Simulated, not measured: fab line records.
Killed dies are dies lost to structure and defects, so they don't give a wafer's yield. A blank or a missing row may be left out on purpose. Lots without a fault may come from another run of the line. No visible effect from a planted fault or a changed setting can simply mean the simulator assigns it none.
Which tool did it? ; flow gf180mcu ; 12 lots with 36 wafers sampled at 3 steps, on a route of 602 steps

== WHAT THE GAUGES SHOWED, per wafer ==
GF_M5_OVL_MEAS_08.
lot;measured;on;M5_OVL (nm)
L758;day 26 02:35;overlay-02;1 -2 -1
L759;day 26 04:22;overlay-01;-1 -8 -4
L760;day 26 19:07;overlay-01;6 4 6
L762;day 27 12:52;overlay-01;-5 6 -1
L763;day 27 18:13;overlay-02;-4 4 2
L764;day 28 05:30;overlay-02;-5 1 -4
L765;day 28 11:09;overlay-01;-5 -5 -4
L766;day 28 21:18;overlay-01;2 -7 3
L767;day 28 22:25;overlay-01;-1 1 3
L768;day 29 09:01;overlay-01;4 6 2
L769;day 29 11:43;overlay-01;0 -7 -5
L778;day 32 09:02;overlay-01;-17 -1 -14

== WHICH TOOL RAN EACH LOT (tool, then ch and the chambers of the sampled wafers, then the start) ==
lot;GF_MIM_SPUTTER_04;GF_MIM_SPUTTER_09
L758;pvdSputter-03, day 24 06:33;pvdSputter-04, day 24 06:44
L759;pvdSputter-02, day 24 08:14;pvdSputter-03, day 24 08:26
L760;pvdSputter-02, day 24 23:52;pvdSputter-03, day 25 00:04
L762;pvdSputter-02, day 25 18:59;pvdSputter-03, day 25 19:11
L763;pvdSputter-04, day 26 01:04;pvdSputter-03, day 26 01:16
L764;pvdSputter-02, day 26 12:38;pvdSputter-04, day 26 12:50
L765;pvdSputter-02, day 26 19:13;pvdSputter-03, day 26 19:25
L766;pvdSputter-04, day 27 00:17;pvdSputter-03, day 27 00:29
L767;pvdSputter-04, day 27 06:13;pvdSputter-02, day 27 06:25
L768;pvdSputter-04, day 27 17:51;pvdSputter-03, day 27 18:03
L769;pvdSputter-02, day 27 20:49;pvdSputter-04, day 27 21:02
L778;pvdSputter-03, day 30 22:15;pvdSputter-04, day 30 22:27
- GF_MIM_SPUTTER_04: material TiN, target thk 50 nm, time 41.7 s.
- GF_MIM_SPUTTER_09: material TiN, target thk 35 nm, time 29.2 s.

== AS READ BY THE TOOLS THEMSELVES (means over the sampled wafers that have a number; for cases with no such wafer, the mark the record gives instead) ==
GF_MIM_SPUTTER_04.
lot;tool;throttleValvePct (%)
L758;pvdSputter-03;30.9
L759;pvdSputter-02;29.4
L760;pvdSputter-02;28.8
L762;pvdSputter-02;29.6
L763;pvdSputter-04;29.7
L764;pvdSputter-02;28.9
L765;pvdSputter-02;29.7
L766;pvdSputter-04;29.8
L767;pvdSputter-04;29.5
L768;pvdSputter-04;29.5
L769;pvdSputter-02;29.4
L778;pvdSputter-03;30.3

GF_MIM_SPUTTER_09.
lot;tool;throttleValvePct (%)
L758;pvdSputter-04;30.4
L759;pvdSputter-03;30.8
L760;pvdSputter-03;30.2
L762;pvdSputter-03;30.0
L763;pvdSputter-03;30.8
L764;pvdSputter-04;29.6
L765;pvdSputter-03;30.1
L766;pvdSputter-03;29.2
L767;pvdSputter-02;28.8
L768;pvdSputter-03;29.5
L769;pvdSputter-04;29.4
L778;pvdSputter-04;29.5

== THE ANSWER, worked out from the rows above alone ==
Rule: the lots themselves supply what counts as usual. Put in order of their means at a reading, lots are off if they are a third of the lots or fewer, leave a main group of 4 or more, and stand apart from it by a gap of 3 or more times the standard deviation of the main group's means; of several such gaps the widest counts. Not used: any main group whose means are identical at the precision the tables above print for the reading. Also off: a lot with no number at a reading for which 4 or more lots have one. Where the step has rows for the other lots, those lots are counted as sound. The gauges are gone through in route order, then the tools' own readings, and for those a lot's mean is taken as printed above. At the first step where some lot is off, the reading lying furthest off is the one used; lots without a number count as furthest.
No lot is off at any reading shown: from this, nothing can be told.

== WHAT HAD BEEN PUT IN BY THE SIMULATOR ==
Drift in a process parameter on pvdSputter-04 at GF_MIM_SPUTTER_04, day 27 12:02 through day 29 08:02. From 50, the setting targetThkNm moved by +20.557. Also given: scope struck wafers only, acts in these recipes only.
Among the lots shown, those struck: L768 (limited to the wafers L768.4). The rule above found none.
